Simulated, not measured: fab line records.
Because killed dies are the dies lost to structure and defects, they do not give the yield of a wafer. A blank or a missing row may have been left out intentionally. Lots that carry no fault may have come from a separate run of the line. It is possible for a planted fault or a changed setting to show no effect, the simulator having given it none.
fab line records / flow sky130
record lots=14 wafers=42 lastDay=50
route steps=708 shown VIA2@522 METAL3@533 CAPM@537
lots that met no fault: taken from a fault-free run of the same line
startH: hours from the record's first day to the start of the lot's first wafer shown / waitH: how many hours have passed since the lot's step before this one / " the same as in the row above / L1.1+2: a row that stands for several wafers / - value missing, or start not given / * or withheld: withheld / < > ~ a bound
route shown NAME@n: NAME is a module with steps in the file, n the number in the route of the first one / usual: the fault-free wafers' mean and standard deviation / same: alike in all rows / chamber/n: place in a boat / sites: readings site by site / _std_site: how widely they spread, as a standard deviation / _edge_site: inner sites' mean taken away from outer sites' mean / radiusMm: for every site, how far away it sits from the centre of the wafer / mask NAME#n: copy n / behind: tool/chamber where the wafer was last shaped / hold: why the lot was held/for how many hours/how that ended / device: which transistor (n, p or np) failed to switch / end of line: the same wafers' tests at the end of the route / step lacking rows: just its recipe / killed: count of dies lost to structure and defects at first sort (not the wafer's yield) / map: dies across one wafer; x = killed, . = not, _ = none there
set.NAME: the setting as run; set.NAME@STEP: as run at that earlier step / model.NAME: the simulator's own value behind a step, which no gauge read
one table for each step of the route and one row for each wafer, over a sample of lots
services: a tool's chamber out of use, with start hour (startH, from the record's first day; less than 0 if before it), hours out, and reason
## steps
# step SKY_VIA2_ETCH_15
# recipe target=SiO2 chemistry=C4F8/O2/Ar targetDepthNm=546 stopOn=TiN maskMaterial=KrF-thick sourceW=1500 biasW=1200 pressureMtorr=40 c4f8FlowSccm=withheld O2_flow_sccm=6 Ar_flow_sccm=300 timeS=84
# usual oesProductAu=0.940/0.0047
lot.wafer=L457.1 tool=rieDiel-04 chamber=0 startH=859.26 waitH=0.0 oesProductAu=0.944 rfHoursCounterH=12
lot.wafer=L457.3 tool=rieDiel-04 chamber=3 startH=859.26 waitH=0.0 oesProductAu=0.938 rfHoursCounterH=2
lot.wafer=L457.6 tool=rieDiel-04 chamber=2 startH=859.26 waitH=0.0 oesProductAu=0.946 rfHoursCounterH=-
lot.wafer=L458.2 tool=rieDiel-04 chamber=2 startH=860.51 waitH=0.0 oesProductAu=0.933 rfHoursCounterH=6
lot.wafer=L458.5 tool=rieDiel-04 chamber=2 startH=860.51 waitH=0.0 oesProductAu=0.945 rfHoursCounterH=-
lot.wafer=L458.6 tool=rieDiel-04 chamber=3 startH=860.51 waitH=0.0 oesProductAu=0.933 rfHoursCounterH=-
lot.wafer=L459.2 tool=rieDiel-03 chamber=1 startH=872.71 waitH=0.0 oesProductAu=0.943 rfHoursCounterH=13
lot.wafer=L459.3 tool=rieDiel-03 chamber=3 startH=872.71 waitH=0.0 oesProductAu=0.945 rfHoursCounterH=6
lot.wafer=L459.4 tool=rieDiel-03 chamber=2 startH=872.71 waitH=0.0 oesProductAu=0.947 rfHoursCounterH=25
lot.wafer=L460.3 tool=rieDiel-04 chamber=0 startH=876.01 waitH=0.0 oesProductAu=0.936 rfHoursCounterH=12
lot.wafer=L460.5 tool=rieDiel-04 chamber=0 startH=876.01 waitH=0.0 oesProductAu=0.935 rfHoursCounterH=-
lot.wafer=L460.6 tool=rieDiel-04 chamber=1 startH=876.01 waitH=0.0 oesProductAu=0.943 rfHoursCounterH=-
lot.wafer=L461.2 tool=rieDiel-04 chamber=0 startH=883.92 waitH=0.0 oesProductAu=0.933 rfHoursCounterH=13
lot.wafer=L461.3 tool=rieDiel-04 chamber=3 startH=883.92 waitH=0.0 oesProductAu=0.940 rfHoursCounterH=3
lot.wafer=L461.6 tool=rieDiel-04 chamber=1 startH=883.92 waitH=0.0 oesProductAu=0.937 rfHoursCounterH=-
lot.wafer=L462.1 tool=rieDiel-03 chamber=3 startH=893.01 waitH=0.0 oesProductAu=0.940 rfHoursCounterH=6
lot.wafer=L462.3 tool=rieDiel-03 chamber=1 startH=893.01 waitH=0.0 oesProductAu=0.935 rfHoursCounterH=14
lot.wafer=L462.5 tool=rieDiel-03 chamber=0 startH=893.01 waitH=0.0 oesProductAu=0.927 rfHoursCounterH=-
lot.wafer=L464.2 tool=rieDiel-04 chamber=1 startH=913.75 waitH=0.0 oesProductAu=0.934 rfHoursCounterH=13
lot.wafer=L464.4 tool=rieDiel-04 chamber=2 startH=913.75 waitH=0.0 oesProductAu=0.941 rfHoursCounterH=8
lot.wafer=L464.5 tool=rieDiel-04 chamber=2 startH=913.75 waitH=0.0 oesProductAu=0.939 rfHoursCounterH=-
lot.wafer=L469.1 tool=rieDiel-04 chamber=0 startH=945.47 waitH=0.0 oesProductAu=0.936 rfHoursCounterH=15
lot.wafer=L469.3 tool=rieDiel-04 chamber=1 startH=945.47 waitH=0.0 oesProductAu=0.933 rfHoursCounterH=14
lot.wafer=L469.5 tool=rieDiel-04 chamber=1 startH=945.47 waitH=0.0 oesProductAu=0.937 rfHoursCounterH=-
lot.wafer=L470.1 tool=rieDiel-01 chamber=1 startH=958.82 waitH=0.0 oesProductAu=0.929 rfHoursCounterH=2
lot.wafer=L470.4 tool=rieDiel-01 chamber=3 startH=958.82 waitH=0.0 oesProductAu=0.949 rfHoursCounterH=2
lot.wafer=L470.5 tool=rieDiel-01 chamber=2 startH=958.82 waitH=0.0 oesProductAu=0.935 rfHoursCounterH=-
lot.wafer=L474.2 tool=rieDiel-03 chamber=2 startH=980.76 waitH=0.0 oesProductAu=0.942 rfHoursCounterH=1
lot.wafer=L474.5 tool=rieDiel-03 chamber=0 startH=980.76 waitH=0.0 oesProductAu=0.940 rfHoursCounterH=-
lot.wafer=L474.6 tool=rieDiel-03 chamber=3 startH=980.76 waitH=0.0 oesProductAu=0.938 rfHoursCounterH=-
lot.wafer=L475.1 tool=rieDiel-01 chamber=1 startH=990.02 waitH=0.0 oesProductAu=0.945 rfHoursCounterH=3
lot.wafer=L475.3 tool=rieDiel-01 chamber=0 startH=990.02 waitH=0.0 oesProductAu=0.944 rfHoursCounterH=7
lot.wafer=L475.5 tool=rieDiel-01 chamber=2 startH=990.02 waitH=0.0 oesProductAu=0.944 rfHoursCounterH=-
lot.wafer=L478.2 tool=rieDiel-03 chamber=1 startH=1007.87 waitH=0.0 oesProductAu=0.934 rfHoursCounterH=18
lot.wafer=L478.4 tool=rieDiel-03 chamber=2 startH=1007.87 waitH=0.0 oesProductAu=0.943 rfHoursCounterH=2
lot.wafer=L478.6 tool=rieDiel-03 chamber=0 startH=1007.87 waitH=0.0 oesProductAu=0.944 rfHoursCounterH=-
lot.wafer=L479.1 tool=rieDiel-03 chamber=3 startH=1017.01 waitH=0.0 oesProductAu=0.940 rfHoursCounterH=11
lot.wafer=L479.4 tool=rieDiel-03 chamber=2 startH=1017.01 waitH=0.0 oesProductAu=0.936 rfHoursCounterH=2
lot.wafer=L479.6 tool=rieDiel-03 chamber=2 startH=1017.01 waitH=0.0 oesProductAu=0.935 rfHoursCounterH=-
lot.wafer=L480.1 tool=rieDiel-03 chamber=1 startH=1020.26 waitH=0.0 oesProductAu=0.936 rfHoursCounterH=19
lot.wafer=L480.2 tool=rieDiel-03 chamber=2 startH=1020.26 waitH=0.0 oesProductAu=0.931 rfHoursCounterH=2
lot.wafer=L480.6 tool=rieDiel-03 chamber=3 startH=1020.26 waitH=0.0 oesProductAu=0.941 rfHoursCounterH=-
# step SKY_VIA2_CMP_24
# recipe stopOn=SiO2 tOverpolishS=18.95 downForcePsi=3.5 platenRpm=60 targetThkNm=0 padVelocityMS=0.94248
# usual edgeZonePressureFrac=1.000/0.0053 headPressurePsi=3.500/0.0076 motorCurrentA=11.2/1.4 overpolishRunS=18.950/0.0096 timeToEndpointS=103/3.7
lot.wafer=L457.3 tool=cmp-02 chamber=2 startH=860.44 waitH=0.1 edgeZonePressureFrac=0.994 headPressurePsi=3.500 motorCurrentA=10.1 overpolishRunS=18.947 timeToEndpointS=103
lot.wafer=L457.1 tool=cmp-02 chamber=3 startH=860.44 waitH=0.1 edgeZonePressureFrac=0.995 headPressurePsi=3.508 motorCurrentA=11.7 overpolishRunS=18.949 timeToEndpointS=102
lot.wafer=L457.6 tool=cmp-02 chamber=0 startH=860.44 waitH=0.1 edgeZonePressureFrac=1.001 headPressurePsi=3.498 motorCurrentA=8.6 overpolishRunS=18.955 timeToEndpointS=104
lot.wafer=L458.2 tool=cmp-01 chamber=0 startH=861.72 waitH=0.2 edgeZonePressureFrac=1.002 headPressurePsi=3.509 motorCurrentA=12.4 overpolishRunS=18.956 timeToEndpointS=102
lot.wafer=L458.6 tool=cmp-01 chamber=1 startH=861.72 waitH=0.2 edgeZonePressureFrac=1.003 headPressurePsi=3.487 motorCurrentA=12.1 overpolishRunS=18.959 timeToEndpointS=102
lot.wafer=L458.5 tool=cmp-01 chamber=2 startH=861.72 waitH=0.2 edgeZonePressureFrac=1.005 headPressurePsi=3.489 motorCurrentA=12.5 overpolishRunS=18.939 timeToEndpointS=103
lot.wafer=L459.3 tool=cmp-01 chamber=2 startH=873.78 waitH=0.0 edgeZonePressureFrac=1.005 headPressurePsi=3.496 motorCurrentA=12.2 overpolishRunS=18.948 timeToEndpointS=105
lot.wafer=L459.2 tool=cmp-01 chamber=3 startH=873.78 waitH=0.0 edgeZonePressureFrac=0.997 headPressurePsi=3.510 motorCurrentA=12.0 overpolishRunS=18.950 timeToEndpointS=107
lot.wafer=L459.4 tool=cmp-01 chamber=1 startH=873.78 waitH=0.0 edgeZonePressureFrac=1.006 headPressurePsi=3.506 motorCurrentA=11.9 overpolishRunS=18.953 timeToEndpointS=101
lot.wafer=L460.3 tool=cmp-02 chamber=2 startH=877.09 waitH=0.1 edgeZonePressureFrac=1.012 headPressurePsi=3.501 motorCurrentA=8.9 overpolishRunS=18.954 timeToEndpointS=109
lot.wafer=L460.6 tool=cmp-02 chamber=1 startH=877.09 waitH=0.1 edgeZonePressureFrac=0.999 headPressurePsi=3.492 motorCurrentA=9.9 overpolishRunS=18.947 timeToEndpointS=103
lot.wafer=L460.5 tool=cmp-02 chamber=2 startH=877.09 waitH=0.1 edgeZonePressureFrac=1.006 headPressurePsi=3.500 motorCurrentA=9.3 overpolishRunS=18.963 timeToEndpointS=103
lot.wafer=L461.2 tool=cmp-01 chamber=3 startH=884.95 waitH=0.0 edgeZonePressureFrac=0.997 headPressurePsi=3.478 motorCurrentA=12.6 overpolishRunS=18.943 timeToEndpointS=104
lot.wafer=L461.3 tool=cmp-01 chamber=1 startH=884.95 waitH=0.0 edgeZonePressureFrac=0.995 headPressurePsi=3.491 motorCurrentA=11.7 overpolishRunS=18.954 timeToEndpointS=102
lot.wafer=L461.6 tool=cmp-01 chamber=0 startH=884.95 waitH=0.0 edgeZonePressureFrac=1.004 headPressurePsi=3.502 motorCurrentA=12.6 overpolishRunS=18.944 timeToEndpointS=101
lot.wafer=L462.1 tool=cmp-01 chamber=1 startH=894.09 waitH=0.1 edgeZonePressureFrac=1.007 headPressurePsi=3.503 motorCurrentA=11.0 overpolishRunS=18.950 timeToEndpointS=98
lot.wafer=L462.3 tool=cmp-01 chamber=3 startH=894.09 waitH=0.1 edgeZonePressureFrac=1.000 headPressurePsi=3.489 motorCurrentA=12.1 overpolishRunS=18.950 timeToEndpointS=98
lot.wafer=L462.5 tool=cmp-01 chamber=1 startH=894.09 waitH=0.1 edgeZonePressureFrac=0.998 headPressurePsi=3.510 motorCurrentA=12.3 overpolishRunS=18.945 timeToEndpointS=99
lot.wafer=L464.2 tool=cmp-01 chamber=0 startH=914.91 waitH=0.1 edgeZonePressureFrac=1.000 headPressurePsi=3.499 motorCurrentA=12.8 overpolishRunS=18.944 timeToEndpointS=98
lot.wafer=L464.4 tool=cmp-01 chamber=1 startH=914.91 waitH=0.1 edgeZonePressureFrac=1.007 headPressurePsi=3.496 motorCurrentA=11.8 overpolishRunS=18.973 timeToEndpointS=99
lot.wafer=L464.5 tool=cmp-01 chamber=2 startH=914.91 waitH=0.1 edgeZonePressureFrac=1.000 headPressurePsi=3.499 motorCurrentA=12.4 overpolishRunS=18.939 timeToEndpointS=107
lot.wafer=L469.3 tool=cmp-01 chamber=3 startH=946.72 waitH=0.0 edgeZonePressureFrac=- headPressurePsi=- motorCurrentA=- overpolishRunS=- timeToEndpointS=-
lot.wafer=L469.1 tool=cmp-01 chamber=2 startH=946.72 waitH=0.0 edgeZonePressureFrac=- headPressurePsi=- motorCurrentA=- overpolishRunS=- timeToEndpointS=-
lot.wafer=L469.5 tool=cmp-01 chamber=3 startH=946.72 waitH=0.0 edgeZonePressureFrac=- headPressurePsi=- motorCurrentA=- overpolishRunS=- timeToEndpointS=-
lot.wafer=L470.1 tool=cmp-02 chamber=2 startH=960.01 waitH=0.1 edgeZonePressureFrac=- headPressurePsi=- motorCurrentA=- overpolishRunS=- timeToEndpointS=-
lot.wafer=L470.4 tool=cmp-02 chamber=3 startH=960.01 waitH=0.1 edgeZonePressureFrac=- headPressurePsi=- motorCurrentA=- overpolishRunS=- timeToEndpointS=-
lot.wafer=L470.5 tool=cmp-02 chamber=1 startH=960.01 waitH=0.1 edgeZonePressureFrac=- headPressurePsi=- motorCurrentA=- overpolishRunS=- timeToEndpointS=-
lot.wafer=L474.2 tool=cmp-02 chamber=2 startH=981.94 waitH=0.2 edgeZonePressureFrac=1.004 headPressurePsi=3.503 motorCurrentA=9.4 overpolishRunS=18.946 timeToEndpointS=109
lot.wafer=L474.5 tool=cmp-02 chamber=3 startH=981.94 waitH=0.2 edgeZonePressureFrac=0.996 headPressurePsi=3.512 motorCurrentA=11.1 overpolishRunS=18.964 timeToEndpointS=103
lot.wafer=L474.6 tool=cmp-02 chamber=0 startH=981.94 waitH=0.2 edgeZonePressureFrac=1.003 headPressurePsi=3.496 motorCurrentA=9.1 overpolishRunS=18.961 timeToEndpointS=103
lot.wafer=L475.3 tool=cmp-02 chamber=1 startH=991.54 waitH=0.1 edgeZonePressureFrac=0.998 headPressurePsi=3.495 motorCurrentA=9.2 overpolishRunS=18.948 timeToEndpointS=105
lot.wafer=L475.1 tool=cmp-02 chamber=2 startH=991.54 waitH=0.1 edgeZonePressureFrac=1.005 headPressurePsi=3.504 motorCurrentA=9.2 overpolishRunS=18.950 timeToEndpointS=108
lot.wafer=L475.5 tool=cmp-02 chamber=0 startH=991.54 waitH=0.1 edgeZonePressureFrac=1.003 headPressurePsi=3.495 motorCurrentA=8.3 overpolishRunS=18.941 timeToEndpointS=107
lot.wafer=L478.4 tool=cmp-02 chamber=1 startH=1009.40 waitH=0.1 edgeZonePressureFrac=1.004 headPressurePsi=3.503 motorCurrentA=9.4 overpolishRunS=18.953 timeToEndpointS=102
lot.wafer=L478.2 tool=cmp-02 chamber=2 startH=1009.40 waitH=0.1 edgeZonePressureFrac=1.006 headPressurePsi=3.497 motorCurrentA=9.3 overpolishRunS=18.946 timeToEndpointS=104
lot.wafer=L478.6 tool=cmp-02 chamber=0 startH=1009.40 waitH=0.1 edgeZonePressureFrac=0.991 headPressurePsi=3.491 motorCurrentA=9.4 overpolishRunS=18.965 timeToEndpointS=103
lot.wafer=L479.1 tool=cmp-01 chamber=1 startH=1018.68 waitH=0.2 edgeZonePressureFrac=0.996 headPressurePsi=3.509 motorCurrentA=11.7 overpolishRunS=18.970 timeToEndpointS=108
lot.wafer=L479.4 tool=cmp-01 chamber=3 startH=1018.68 waitH=0.2 edgeZonePressureFrac=1.000 headPressurePsi=3.502 motorCurrentA=11.9 overpolishRunS=18.950 timeToEndpointS=106
lot.wafer=L479.6 tool=cmp-01 chamber=1 startH=1018.68 waitH=0.2 edgeZonePressureFrac=0.989 headPressurePsi=3.518 motorCurrentA=11.6 overpolishRunS=18.952 timeToEndpointS=104
lot.wafer=L480.2 tool=cmp-01 chamber=3 startH=1021.39 waitH=0.1 edgeZonePressureFrac=1.002 headPressurePsi=3.510 motorCurrentA=12.3 overpolishRunS=18.972 timeToEndpointS=103
lot.wafer=L480.1 tool=cmp-01 chamber=0 startH=1021.39 waitH=0.1 edgeZonePressureFrac=0.992 headPressurePsi=3.502 motorCurrentA=12.4 overpolishRunS=18.954 timeToEndpointS=102
lot.wafer=L480.6 tool=cmp-01 chamber=2 startH=1021.39 waitH=0.1 edgeZonePressureFrac=1.001 headPressurePsi=3.512 motorCurrentA=13.0 overpolishRunS=18.938 timeToEndpointS=105
# step SKY_METAL3_SPUTTER_01
# recipe material=TiN targetThkNm=20 powerW=6500 timeS=16.7 chamberPressurePa=0.4
# usual throttleValvePct=29.9/1.1
lot.wafer=L457.1 tool=pvdSputter-04 chamber=- startH=860.66 waitH=0.0 throttleValvePct=31.7
lot.wafer=L457.3 tool=pvdSputter-04 chamber=- startH=860.66 waitH=0.0 throttleValvePct=29.2
lot.wafer=L457.6 tool=pvdSputter-04 chamber=- startH=860.66 waitH=0.0 throttleValvePct=29.1
lot.wafer=L458.2 tool=pvdSputter-01 chamber=- startH=861.89 waitH=0.0 throttleValvePct=31.5
lot.wafer=L458.5 tool=pvdSputter-01 chamber=- startH=861.89 waitH=0.0 throttleValvePct=28.1
lot.wafer=L458.6 tool=pvdSputter-01 chamber=- startH=861.89 waitH=0.0 throttleValvePct=31.5
lot.wafer=L459.2 tool=pvdSputter-02 chamber=- startH=874.10 waitH=0.0 throttleValvePct=31.4
lot.wafer=L459.3 tool=pvdSputter-02 chamber=- startH=874.10 waitH=0.0 throttleValvePct=29.0
lot.wafer=L459.4 tool=pvdSputter-02 chamber=- startH=874.10 waitH=0.0 throttleValvePct=30.1
lot.wafer=L460.3 tool=pvdSputter-04 chamber=- startH=877.37 waitH=0.0 throttleValvePct=31.9
lot.wafer=L460.5 tool=pvdSputter-04 chamber=- startH=877.37 waitH=0.0 throttleValvePct=29.9
lot.wafer=L460.6 tool=pvdSputter-04 chamber=- startH=877.37 waitH=0.0 throttleValvePct=32.0
lot.wafer=L461.2 tool=pvdSputter-01 chamber=- startH=885.27 waitH=0.0 throttleValvePct=28.0
lot.wafer=L461.3 tool=pvdSputter-01 chamber=- startH=885.27 waitH=0.0 throttleValvePct=31.6
lot.wafer=L461.6 tool=pvdSputter-01 chamber=- startH=885.27 waitH=0.0 throttleValvePct=29.4
lot.wafer=L462.1 tool=pvdSputter-01 chamber=- startH=894.36 waitH=0.0 throttleValvePct=29.4
lot.wafer=L462.3 tool=pvdSputter-01 chamber=- startH=894.36 waitH=0.0 throttleValvePct=31.4
lot.wafer=L462.5 tool=pvdSputter-01 chamber=- startH=894.36 waitH=0.0 throttleValvePct=28.3
lot.wafer=L464.2 tool=pvdSputter-02 chamber=- startH=915.14 waitH=0.0 throttleValvePct=28.8
lot.wafer=L464.4 tool=pvdSputter-02 chamber=- startH=915.14 waitH=0.0 throttleValvePct=29.1
lot.wafer=L464.5 tool=pvdSputter-02 chamber=- startH=915.14 waitH=0.0 throttleValvePct=31.4
lot.wafer=L474.2 tool=pvdSputter-01 chamber=- startH=982.12 waitH=0.0 throttleValvePct=29.3
lot.wafer=L474.5 tool=pvdSputter-01 chamber=- startH=982.12 waitH=0.0 throttleValvePct=29.3
lot.wafer=L474.6 tool=pvdSputter-01 chamber=- startH=982.12 waitH=0.0 throttleValvePct=29.1
lot.wafer=L475.1 tool=pvdSputter-02 chamber=- startH=991.77 waitH=0.0 throttleValvePct=29.6
lot.wafer=L475.3 tool=pvdSputter-02 chamber=- startH=991.77 waitH=0.0 throttleValvePct=29.8
lot.wafer=L475.5 tool=pvdSputter-02 chamber=- startH=991.77 waitH=0.0 throttleValvePct=29.7
lot.wafer=L478.2 tool=pvdSputter-01 chamber=- startH=1009.62 waitH=0.0 throttleValvePct=28.2
lot.wafer=L478.4 tool=pvdSputter-01 chamber=- startH=1009.62 waitH=0.0 throttleValvePct=31.5
lot.wafer=L478.6 tool=pvdSputter-01 chamber=- startH=1009.62 waitH=0.0 throttleValvePct=29.4
lot.wafer=L479.1 tool=pvdSputter-01 chamber=- startH=1018.95 waitH=0.0 throttleValvePct=31.5
lot.wafer=L479.4 tool=pvdSputter-01 chamber=- startH=1018.95 waitH=0.0 throttleValvePct=31.4
lot.wafer=L479.6 tool=pvdSputter-01 chamber=- startH=1018.95 waitH=0.0 throttleValvePct=29.4
lot.wafer=L480.1 tool=pvdSputter-02 chamber=- startH=1021.61 waitH=0.0 throttleValvePct=29.0
lot.wafer=L480.2 tool=pvdSputter-02 chamber=- startH=1021.61 waitH=0.0 throttleValvePct=29.7
lot.wafer=L480.6 tool=pvdSputter-02 chamber=- startH=1021.61 waitH=0.0 throttleValvePct=28.8
# step SKY_CAPM_CVD_00
# recipe material=SiO2 targetThkNm=15.5 tempC=400 timeS=withheld rfW=450
# usual heaterPowerW=703/79
lot.wafer=L457.1 tool=pecvd-04 chamber=2 startH=860.79 waitH=0.0 heaterPowerW=773
lot.wafer=L457.3 tool=pecvd-04 chamber=0 startH=860.79 waitH=0.0 heaterPowerW=663
lot.wafer=L457.6 tool=pecvd-04 chamber=1 startH=860.79 waitH=0.0 heaterPowerW=732
lot.wafer=L458.2 tool=pecvd-04 chamber=0 startH=862.02 waitH=0.0 heaterPowerW=635
lot.wafer=L458.5 tool=pecvd-04 chamber=2 startH=862.02 waitH=0.0 heaterPowerW=649
lot.wafer=L458.6 tool=pecvd-04 chamber=0 startH=862.02 waitH=0.0 heaterPowerW=644
lot.wafer=L459.2 tool=pecvd-02 chamber=0 startH=874.24 waitH=0.0 heaterPowerW=597
lot.wafer=L459.3 tool=pecvd-02 chamber=2 startH=874.24 waitH=0.0 heaterPowerW=778
lot.wafer=L459.4 tool=pecvd-02 chamber=2 startH=874.24 waitH=0.0 heaterPowerW=766
lot.wafer=L460.3 tool=pecvd-04 chamber=2 startH=877.50 waitH=0.0 heaterPowerW=714
lot.wafer=L460.5 tool=pecvd-04 chamber=0 startH=877.50 waitH=0.0 heaterPowerW=580
lot.wafer=L460.6 tool=pecvd-04 chamber=2 startH=877.50 waitH=0.0 heaterPowerW=736
lot.wafer=L461.2 tool=pecvd-04 chamber=1 startH=885.41 waitH=0.0 heaterPowerW=651
lot.wafer=L461.3 tool=pecvd-04 chamber=2 startH=885.41 waitH=0.0 heaterPowerW=805
lot.wafer=L461.6 tool=pecvd-04 chamber=1 startH=885.41 waitH=0.0 heaterPowerW=658
lot.wafer=L462.1 tool=pecvd-03 chamber=2 startH=894.49 waitH=0.0 heaterPowerW=838
lot.wafer=L462.3 tool=pecvd-03 chamber=1 startH=894.49 waitH=0.0 heaterPowerW=630
lot.wafer=L462.5 tool=pecvd-03 chamber=1 startH=894.49 waitH=0.0 heaterPowerW=614
lot.wafer=L464.2 tool=pecvd-03 chamber=0 startH=915.27 waitH=0.0 heaterPowerW=843
lot.wafer=L464.4 tool=pecvd-03 chamber=1 startH=915.27 waitH=0.0 heaterPowerW=753
lot.wafer=L464.5 tool=pecvd-03 chamber=2 startH=915.27 waitH=0.0 heaterPowerW=761
lot.wafer=L474.2 tool=pecvd-04 chamber=0 startH=982.25 waitH=0.0 heaterPowerW=608
lot.wafer=L474.5 tool=pecvd-04 chamber=0 startH=982.25 waitH=0.0 heaterPowerW=613
lot.wafer=L474.6 tool=pecvd-04 chamber=2 startH=982.25 waitH=0.0 heaterPowerW=657
lot.wafer=L475.1 tool=pecvd-04 chamber=2 startH=991.90 waitH=0.0 heaterPowerW=758
lot.wafer=L475.3 tool=pecvd-04 chamber=1 startH=991.90 waitH=0.0 heaterPowerW=687
lot.wafer=L475.5 tool=pecvd-04 chamber=0 startH=991.90 waitH=0.0 heaterPowerW=663
lot.wafer=L478.2 tool=pecvd-02 chamber=0 startH=1009.75 waitH=0.0 heaterPowerW=601
lot.wafer=L478.4 tool=pecvd-02 chamber=0 startH=1009.75 waitH=0.0 heaterPowerW=605
lot.wafer=L478.6 tool=pecvd-02 chamber=2 startH=1009.75 waitH=0.0 heaterPowerW=781
lot.wafer=L479.1 tool=pecvd-02 chamber=0 startH=1019.08 waitH=0.0 heaterPowerW=642
lot.wafer=L479.4 tool=pecvd-02 chamber=2 startH=1019.08 waitH=0.0 heaterPowerW=745
lot.wafer=L479.6 tool=pecvd-02 chamber=0 startH=1019.08 waitH=0.0 heaterPowerW=633
lot.wafer=L480.1 tool=pecvd-04 chamber=0 startH=1021.74 waitH=0.0 heaterPowerW=559
lot.wafer=L480.2 tool=pecvd-04 chamber=2 startH=1021.74 waitH=0.0 heaterPowerW=693
lot.wafer=L480.6 tool=pecvd-04 chamber=0 startH=1021.74 waitH=0.0 heaterPowerW=574
## services
tool=rieDiel-01 chamber=- startH=837.04 hours=68.4 kind=repair
tool=pvdSputter-04 chamber=- startH=850.48 hours=5.6 kind=repair
tool=cmp-02 chamber=- startH=869.22 hours=4.9 kind=pm
tool=pvdSputter-01 chamber=- startH=871.98 hours=6.8 kind=repair
tool=pecvd-04 chamber=0 startH=874.39 hours=2.1 kind=scheduledDown
tool=pecvd-02 chamber=- startH=875.61 hours=6.0 kind=pm
tool=rieDiel-01 chamber=1 startH=894.80 hours=20.9 kind=repair
tool=pvdSputter-02 chamber=- startH=900.91 hours=10.6 kind=repair
tool=pecvd-02 chamber=- startH=907.11 hours=5.5 kind=pm
tool=pecvd-04 chamber=- startH=907.96 hours=1.6 kind=repair
tool=cmp-02 chamber=- startH=912.02 hours=4.0 kind=pm
tool=cmp-02 chamber=- startH=926.66 hours=1.1 kind=repair
tool=pecvd-02 chamber=- startH=946.56 hours=2.7 kind=repair
tool=pecvd-03 chamber=- startH=948.93 hours=0.5 kind=repair
tool=cmp-02 chamber=- startH=950.96 hours=6.9 kind=pm
tool=rieDiel-04 chamber=- startH=967.33 hours=14.6 kind=pm
tool=cmp-01 chamber=- startH=969.91 hours=3.4 kind=repair
tool=rieDiel-04 chamber=0 startH=984.70 hours=15.3 kind=repair
tool=pecvd-02 chamber=1 startH=985.55 hours=4.6 kind=repair
tool=pvdSputter-01 chamber=- startH=998.05 hours=2.1 kind=repair
tool=pecvd-04 chamber=1 startH=999.38 hours=- kind=clean
tool=pecvd-04 chamber=1 startH=999.38 hours=- kind=consumableReplace:showerhead
tool=pecvd-04 chamber=1 startH=999.38 hours=29.0 kind=scheduledDown
tool=cmp-01 chamber=- startH=1005.59 hours=6.5 kind=repair
## key
firstSign step=SKY_VIA2_CMP_24 reading=toolRecord direction=missing
effect none on later readings
metAt SKY_VIA2_CMP_24
struckLots L469,L470
laterRowsLeftOut L469.1,L469.3,L469.5,L470.1,L470.4,L470.5
sortLeftOut L469.1,L469.3,L469.5,L470.1,L470.4,L470.5
notActingAt SKY_VIA2_ETCH_15,SKY_METAL3_SPUTTER_01,SKY_CAPM_CVD_00
onsetBetween 914.91 946.72
fault kind=skippedStepWhole tool=cmp-01,cmp-02 chamber=- onsetH=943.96 steps=SKY_VIA2_CMP_24 scope=struckLotsOnly
# sortLeftOut: the simulated sort isn't trusted on such a fault, so these wafers' sort isn't shown, and their yield isn't known
# laterRowsLeftOut: the simulator's readings of these wafers behind a module that went badly wrong aren't trusted and aren't shown, but for the sort
